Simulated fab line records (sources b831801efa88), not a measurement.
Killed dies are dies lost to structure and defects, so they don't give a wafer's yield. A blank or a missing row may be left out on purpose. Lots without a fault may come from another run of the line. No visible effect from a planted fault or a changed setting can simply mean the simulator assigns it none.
Struck lot and sound lot, side by side | flow sky130 | 17 steps out of a route of 708
Sound: the wafers L956.1, L956.2, L956.4. Struck: wafers L965.1, L965.3 (left out: L965.2, a lot-mate that was not struck); the cause follows at the end.
Per side, at each step with rows, come the tool, then ch with its chambers, and then its first start. Under that, the readings that differ: sound wafers | struck wafers | difference of the means | sigmas: that difference in standard deviations of wafers without a fault.
alike: same words and numbers on both sides, and readings whose means sit less than 2 such deviations apart. not compared: any withheld reading, any reading some wafer has no value for, any bound like >300 that may hide the same value, and any number with overlapping values for which the record gives no deviation.
Wherever a step has rows on one side only, a row that says differs or no value, or a row with sigmas, the two part there. When numbers do not overlap yet have no deviation, they are printed without sigmas and do not part them. Lack of a reading on every wafer of one side parts them only where that side has two or more wafers.

SKY_FIELD_ISO_THK_MEAS_02:
  sound on filmMetro-03, day 2 07:44; struck on filmMetro-04, day 4 04:38
reading                         | sound             | struck      | difference | sigmas
FIELD_ISO_OXIDATION_00_THK (nm) | 12.47 12.38 12.34 | 11.75 11.89 | -0.58      | -2
then, 1 step without rows for these wafers: SKY_FIELD_ISO_CVD_03 (deposits Si3N4 from DCS/NH3, target thk 165 nm, time 2830 s).
SKY_FIELD_ISO_THK_MEAS_04:
  sound on filmMetro-03, day 2 09:35; struck on filmMetro-04, day 4 06:29
  alike: FIELD_ISO_CVD_03_THK
then, 8 steps without rows for these wafers: SKY_FIELD_ISO_DEHYDRATE_05 (time 60 s); SKY_FIELD_ISO_HMDS_06 (prime time 60 s); SKY_FIELD_ISO_COAT_07 (resist thk 60 nm); SKY_FIELD_ISO_COAT_08 (resist thk 450 nm); SKY_FIELD_ISO_SOFTBAKE_09 (time 90 s); SKY_FIELD_ISO_EXPOSE_10 (exposes mask FOM, target cd 150 nm); SKY_FIELD_ISO_PEB_11; SKY_FIELD_ISO_DEVELOP_12 (develop time 60 s).
SKY_FIELD_ISO_CD_MEAS_13: target cd 150 nm.
  sound on cdSem-02, day 3 00:29; struck on cdSem-02, day 5 00:31
  alike: cdNm
SKY_FIELD_ISO_ETCH_14: etches BARC in N2/H2, stops on SiO2, time 45.9 s, target depth 60 nm.
  sound on rieDiel-02 ch 0,1,3, day 3 00:37; struck on rieDiel-04 ch 0,1, day 5 00:38
reading                                         | sound             | struck      | difference | sigmas
oesProductAu (a.u.)                             | 0.845 0.859 0.851 | 0.759 0.768 | -0.088     | -19
rfHoursCounterH (h)                             | 60 72 87          | 105 109     | +34        | 
runLengthS (s)                                  | 74.3 74.4 74.3    | 84.2 84.0   | +9.8       | +32
model.KrF-thick_of_FIELD_ISO_COAT_08.thkNm (nm) | 392.8 393.7 394.3 | 383.2 383.9 | -10.1      | 
  alike: drypumpMotorCurrentA, throttleValvePct
SKY_FIELD_ISO_ETCH_15: etches the open film in CHF3/O2, stops on Si, target depth 180 nm, time 72 s.
  sound on rieDiel-02 ch 0,1,3, day 3 00:39; struck on rieDiel-04 ch 0,1, day 5 00:40
reading                                         | sound             | struck      | difference | sigmas
rfHoursCounterH (h)                             | 60 72 87          | 105 109     | +34        | 
model.KrF-thick_of_FIELD_ISO_COAT_08.thkNm (nm) | 238.3 237.3 241.4 | 227.2 230.4 | -10.2      | 
  alike: O2_flow_sccm, drypumpMotorCurrentA, oesProductAu, runLengthS, throttleValvePct
SKY_FIELD_ISO_STRIP_16: strips in O2/N2.
  sound on plasmaAsher-04 ch 0,1, day 3 00:43; struck on plasmaAsher-01 ch 0,1, day 5 00:44
reading                  | sound             | struck      | difference | sigmas
stripTimeToEndpointS (s) | 3.554 3.549 3.600 | 3.444 3.485 | -0.103     | -4
  alike: drypumpMotorCurrentA, oesProductAu
  not compared: rfHoursCounterH
SKY_FIELD_ISO_ETCH_17: etches Si in HBr/Cl2/O2, target depth 342 nm, time 97.7 s.
  sound on rieSi-01 ch 1,2,3, day 3 00:49; struck on rieSi-02 ch 1,3, day 5 00:50
  alike: O2_flow_sccm, drypumpMotorCurrentA, oesProductAu, runLengthS, throttleValvePct
  not compared: rfHoursCounterH
-- the record jumps here: 44 days lie between the struck wafers' starts before and after (it left off in module FIELD_ISO and takes up again in module PAD_OPEN, whose first step shown is number 708 of the route) --
SKY_PAD_OPEN_PROBE_99:
  record: rows for the struck wafers here (prober-02, day 48 22:13), none for the sound ones

== WHERE THEY PART ==
Last at SKY_PAD_OPEN_PROBE_99 as far as this record goes, first at SKY_FIELD_ISO_THK_MEAS_02.

WHY: what the simulator had put in
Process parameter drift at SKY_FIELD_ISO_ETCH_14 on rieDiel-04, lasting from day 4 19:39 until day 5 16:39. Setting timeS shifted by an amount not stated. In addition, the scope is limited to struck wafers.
